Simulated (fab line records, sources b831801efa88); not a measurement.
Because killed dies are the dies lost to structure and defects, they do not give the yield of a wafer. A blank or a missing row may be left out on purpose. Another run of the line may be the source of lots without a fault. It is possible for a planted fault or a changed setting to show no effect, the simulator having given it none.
Problem report, 8D (eight disciplines) form, completed by code -- flow gf180mcu -- the parts of the form that need people (team, actions taken, sign-off) are left out

1. THE PROBLEM
NSD_RS at GF_PSD_RS_MEAS_14 reads a mean of 45.30 ohm/sq on 4 wafers of 3 lots; wafers without a fault read 46.08 ohm/sq with a standard deviation of 0.074. That is -11 standard deviations from the usual mean.
The step: measures by four-point-probe.
First seen on wafer L334.5, day 16 14:07, on film_metro-03. The record holds 39 wafers of 14 lots with a number at this step. Rule for "out" (also "out of limits"): further than 4 standard deviations from the usual mean. The rest of the wafers with a number are treated as sound.

2. WHAT THIS IS AND IS NOT
question,is,is not
which readings at this step,NSD_RS,-
which lots,"L334, L337, L339","L329, L330, L332, L333, L345, L346, L347, L348, L349, L350, L352"
which wafers of those lots,"L334.5, L337.5, L337.6, L339.6","L334.2, L339.2"
read on which gauges,"film_metro-02, film_metro-03",film_metro-04
when,from day 16 14:07,"up to then (13 sound wafers); but 22 sound wafers of L339, L345, L346, L347, L348, L349, L350, L352 came after"

3. THE SUSPECTS, EACH WITH WHAT RULES IT OUT
Counting: a tool at a process step up to the reading stays a suspect if it ran every lot that is out. Sound lots after the first of them don't rule it out here, since some wafers of a struck lot are sound.
- ruled out: the gauge at GF_PSD_RS_MEAS_14. Those wafers that are out were read across 2 gauges (film_metro-02, film_metro-03).
- rtp_anneal-02 at GF_PSD_RTA_13 (time 20 s): kept. Ran every lot that is out, first one L334 (day 16 14:02); last sound lot up to then L333 (day 15 16:23).
Remaining after the count: rtp_anneal-02 at GF_PSD_RTA_13.

4. THE CAUSE (what the simulator had put in)
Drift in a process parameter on rtp_anneal-02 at GF_PSD_RTA_13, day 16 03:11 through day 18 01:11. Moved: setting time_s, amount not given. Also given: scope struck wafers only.
After counting, this tool was the only one left.

5. THE EFFECT CHAIN, in route order
Each row: a reading where the mean over the struck wafers with a number is more than 3 standard deviations away from the usual. Scope: only readings with a usual standard deviation given in the record; hours: median across lots of the time from each lot's start at the first step in this table that gives one to its start at this step; sigmas: change in usual standard deviations.
hours,step,reading,usual,on struck wafers,change,sigmas
0,GF_PSD_RTA_13,run_length_s,49.3 s,52.8,+3.5,+3.7
0,GF_PSD_RS_MEAS_14,NSD_RS,46.08 ohm/sq,45.30,-0.78,-11
3,GF_PSD_RS_MEAS_15,PSD_RS,108.44 ohm/sq,106.44,-2.00,-7.7
Its process steps:
- GF_PSD_RTA_13: time 20 s.
At these later measuring or inspecting steps, every struck wafer for which the step has a row has a number for every such reading, and none has moved that far: GF_SAB_OVL_MEAS_10.

6. WHAT WOULD HAVE CAUGHT IT SOONER
In this record the first reading out of limits at a measuring or inspecting step was taken at day 16 14:07, 11 hours after the fault began at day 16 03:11.
An alarm limit of 4 standard deviations would not have fired on the tool readings at GF_PSD_RTA_13 for which the record gives a usual standard deviation, since none of them was out on any struck wafer.
Lots out: 3; of these, L337, L339 started GF_PSD_RTA_13 on rtp_anneal-02 after day 16 14:07. A hold on the tool at that time would have spared those 2.
